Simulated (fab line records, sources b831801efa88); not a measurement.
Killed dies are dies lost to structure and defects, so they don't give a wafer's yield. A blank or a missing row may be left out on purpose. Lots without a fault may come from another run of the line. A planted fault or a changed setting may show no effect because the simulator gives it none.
Which tool did it? | flow gf180mcu | 14 lots, 42 wafers sampled, at 5 steps of a route of 602

WHAT THE GAUGES READ, wafer by wafer
GF_SALICIDE_RS_MEAS_04: measures by four-point-probe.
lot  | measured     | on            | SALICIDE_TIN_RS (ohm/sq)
L339 | day 14 20:50 | film_metro-03 | 16.7 16.7 16.7
L340 | day 15 13:57 | film_metro-04 | 16.2 16.1 16.0
L342 | day 16 03:37 | film_metro-03 | 17.0 16.8 16.9
L343 | day 16 21:23 | film_metro-04 | 16.5 16.7 16.2
L344 | day 17 06:18 | film_metro-03 | 16.0 16.0 16.1
L345 | day 17 18:53 | film_metro-01 | 16.2 16.2 16.0
L347 | day 18 04:16 | film_metro-01 | 16.2 16.0 16.2
L348 | day 18 12:43 | film_metro-03 | 15.9 16.0 15.9
L350 | day 19 09:37 | film_metro-04 | 16.4 16.4 16.1
L357 | day 21 17:16 | film_metro-03 | 16.5 16.7 16.5
L358 | day 22 02:32 | film_metro-04 | 16.4 16.5 16.7
L359 | day 22 08:34 | film_metro-01 | 16.1 16.2 16.3
L360 | day 22 16:38 | film_metro-03 | 16.8 16.9 17.2
L362 | day 23 04:52 | film_metro-04 | 16.3 16.1 16.5

GF_CONTACT_THK_MEAS_03.
lot  | measured     | on            | CONTACT_CVD_02_THK (nm)
L339 | day 14 21:34 | film_metro-03 | 861 867 862
L340 | day 15 14:35 | film_metro-03 | 831 842 862
L342 | day 16 04:16 | film_metro-04 | 843 849 861
L343 | day 16 22:01 | film_metro-02 | 855 847 873
L344 | day 17 06:59 | film_metro-03 | 863 860 865
L345 | day 17 19:31 | film_metro-03 | 864 863 848
L347 | day 18 04:55 | film_metro-03 | 860 856 852
L348 | day 18 13:21 | film_metro-03 | 829 857 860
L350 | day 19 10:16 | film_metro-04 | 850 861 860
L357 | day 21 17:55 | film_metro-04 | 871 851 875
L358 | day 22 03:10 | film_metro-02 | 842 849 858
L359 | day 22 09:12 | film_metro-04 | 854 880 869
L360 | day 22 17:22 | film_metro-03 | 856 851 857
L362 | day 23 05:31 | film_metro-03 | 863 862 884

GF_M1_THK_MEAS_06: measures by xrf.
lot  | measured     | on            | M1_ALCU_THK (nm)
L339 | day 15 21:43 | film_metro-01 | 448 444 446
L340 | day 16 15:11 | film_metro-03 | 459 460 457
L342 | day 17 05:04 | film_metro-03 | 455 452 454
L343 | day 18 03:21 | film_metro-01 | 447 445 445
L344 | day 18 08:43 | film_metro-03 | 455 453 454
L345 | day 18 21:12 | film_metro-03 | 454 453 452
L347 | day 19 07:23 | film_metro-02 | 493 488 492
L348 | day 19 15:59 | film_metro-02 | 499 494 498
L350 | day 20 12:45 | film_metro-02 | 442 440 446
L357 | day 22 19:40 | film_metro-03 | 457 462 454
L358 | day 23 05:01 | film_metro-02 | 455 455 458
L359 | day 23 11:07 | film_metro-03 | 462 462 467
L360 | day 23 17:12 | film_metro-03 | 454 454 454
L362 | day 24 05:42 | film_metro-01 | 446 446 449

WHICH TOOL RAN EACH LOT (tool, then ch and the chambers of the sampled wafers, then the start)
lot  | GF_CONTACT_ETCH_16                 | GF_M1_SPUTTER_04
L339 | rie_diel-03 ch 1,3, day 15 20:13   | pvd_sputter-02, day 15 21:32
L340 | rie_diel-02 ch 0,1, day 16 13:41   | pvd_sputter-03, day 16 15:01
L342 | rie_diel-01 ch 0,1, day 17 03:25   | pvd_sputter-02, day 17 04:55
L343 | rie_diel-03 ch 0,1,2, day 18 01:41 | pvd_sputter-01, day 18 03:11
L344 | rie_diel-01 ch 0,2, day 18 07:12   | pvd_sputter-02, day 18 08:32
L345 | rie_diel-01 ch 0,1,2, day 18 19:43 | pvd_sputter-02, day 18 21:02
L347 | rie_diel-01 ch 0,1,2, day 19 05:53 | pvd_sputter-01, day 19 07:13
L348 | rie_diel-03 ch 0,1, day 19 14:28   | pvd_sputter-01, day 19 15:48
L350 | rie_diel-02 ch 1,2, day 20 11:16   | pvd_sputter-01, day 20 12:35
L357 | rie_diel-03 ch 0,1,3, day 22 18:10 | pvd_sputter-03, day 22 19:30
L358 | rie_diel-02 ch 1,2, day 23 03:25   | pvd_sputter-02, day 23 04:50
L359 | rie_diel-01 ch 0,2,3, day 23 09:37 | pvd_sputter-02, day 23 10:56
L360 | rie_diel-03 ch 0,2,3, day 23 15:43 | pvd_sputter-03, day 23 17:02
L362 | rie_diel-03 ch 1,2, day 24 04:11   | pvd_sputter-01, day 24 05:31
- GF_CONTACT_ETCH_16: etches BARC in N2/H2.
- GF_M1_SPUTTER_04: material TiN, target thk 50 nm, time 41.7 s.

WHAT THE TOOLS THEMSELVES READ (means of the sampled wafers that have a number; where no wafer has one, the mark that the record gives instead)
GF_CONTACT_ETCH_16.
lot  | tool        | drypump_motor_current_A (A) | oes_product_au (a.u.) | throttle_valve_pct (%)
L339 | rie_diel-03 | 5.4                         | 0.854                 | 13.224
L340 | rie_diel-02 | 6.3                         | 0.856                 | 13.228
L342 | rie_diel-01 | 5.5                         | 0.853                 | 13.223
L343 | rie_diel-03 | 5.7                         | 0.851                 | 13.223
L344 | rie_diel-01 | 5.9                         | 0.855                 | 13.235
L345 | rie_diel-01 | 5.6                         | 0.856                 | 13.227
L347 | rie_diel-01 | 5.6                         | 0.855                 | 13.223
L348 | rie_diel-03 | 5.8                         | 0.858                 | 13.222
L350 | rie_diel-02 | 6.5                         | 0.859                 | 13.227
L357 | rie_diel-03 | 5.6                         | 0.850                 | 13.213
L358 | rie_diel-02 | 6.5                         | 0.854                 | 13.218
L359 | rie_diel-01 | 5.9                         | 0.863                 | 13.233
L360 | rie_diel-03 | 5.7                         | 0.855                 | 13.223
L362 | rie_diel-03 | 5.5                         | 0.853                 | 13.221

GF_M1_SPUTTER_04.
lot  | tool           | cathode_dc_power_W (W) | chamber_pressure_pa (Pa) | throttle_valve_pct (%)
L339 | pvd_sputter-02 | 6499.2                 | 0.3991                   | 30.2
L340 | pvd_sputter-03 | 6500.4                 | 0.3984                   | 29.6
L342 | pvd_sputter-02 | 6498.7                 | 0.3994                   | 29.0
L343 | pvd_sputter-01 | 6500.4                 | 0.3996                   | 30.0
L344 | pvd_sputter-02 | 6500.6                 | 0.3994                   | 29.4
L345 | pvd_sputter-02 | 6500.9                 | 0.4004                   | 30.0
L347 | pvd_sputter-01 | -                      | -                        | -
L348 | pvd_sputter-01 | -                      | -                        | -
L350 | pvd_sputter-01 | 6500.3                 | 0.4008                   | 30.4
L357 | pvd_sputter-03 | 6500.8                 | 0.4004                   | 30.8
L358 | pvd_sputter-02 | 6499.0                 | 0.4004                   | 30.6
L359 | pvd_sputter-02 | 6500.6                 | 0.4012                   | 30.1
L360 | pvd_sputter-03 | 6501.0                 | 0.4000                   | 30.3
L362 | pvd_sputter-01 | 6500.1                 | 0.3995                   | 30.6

THE ANSWER, worked out from the rows above alone
Rule: what is usual is taken from the lots themselves. Put in order of their means at a reading, lots are off if they are a third of the lots or fewer, leave a main group of 4 or more, and stand apart from it by a gap of 3 or more times the standard deviation of the main group's means; of several such gaps the widest counts. A main group whose means are all the same, to the digits that the tables above print for the reading, isn't used. A lot without any number at a reading at which 4 lots or more have one is off too. The other lots that the step has rows for count as sound. The gauges are gone through in route order, then the tools' own readings, and for those a lot's mean is taken as printed above. The first step at which some lot is off is used, and at that step the reading that is off furthest; a lot without a number counts as furthest.
Off: L347, L348, at GF_M1_THK_MEAS_06 (M1_ALCU_THK). The main group: mean 453 nm, standard deviation 5.9.
A tool fits if, at a process step before that reading, it ran every lot that is off, and no sound lot after the first of them. The gauges at GF_M1_THK_MEAS_06 aren't tried: what is off there is off at GF_M1_SPUTTER_04 too, on other tools, and a gauge's error can't cause that. None of those tried fits.

WHAT THE SIMULATOR HAD PUT IN
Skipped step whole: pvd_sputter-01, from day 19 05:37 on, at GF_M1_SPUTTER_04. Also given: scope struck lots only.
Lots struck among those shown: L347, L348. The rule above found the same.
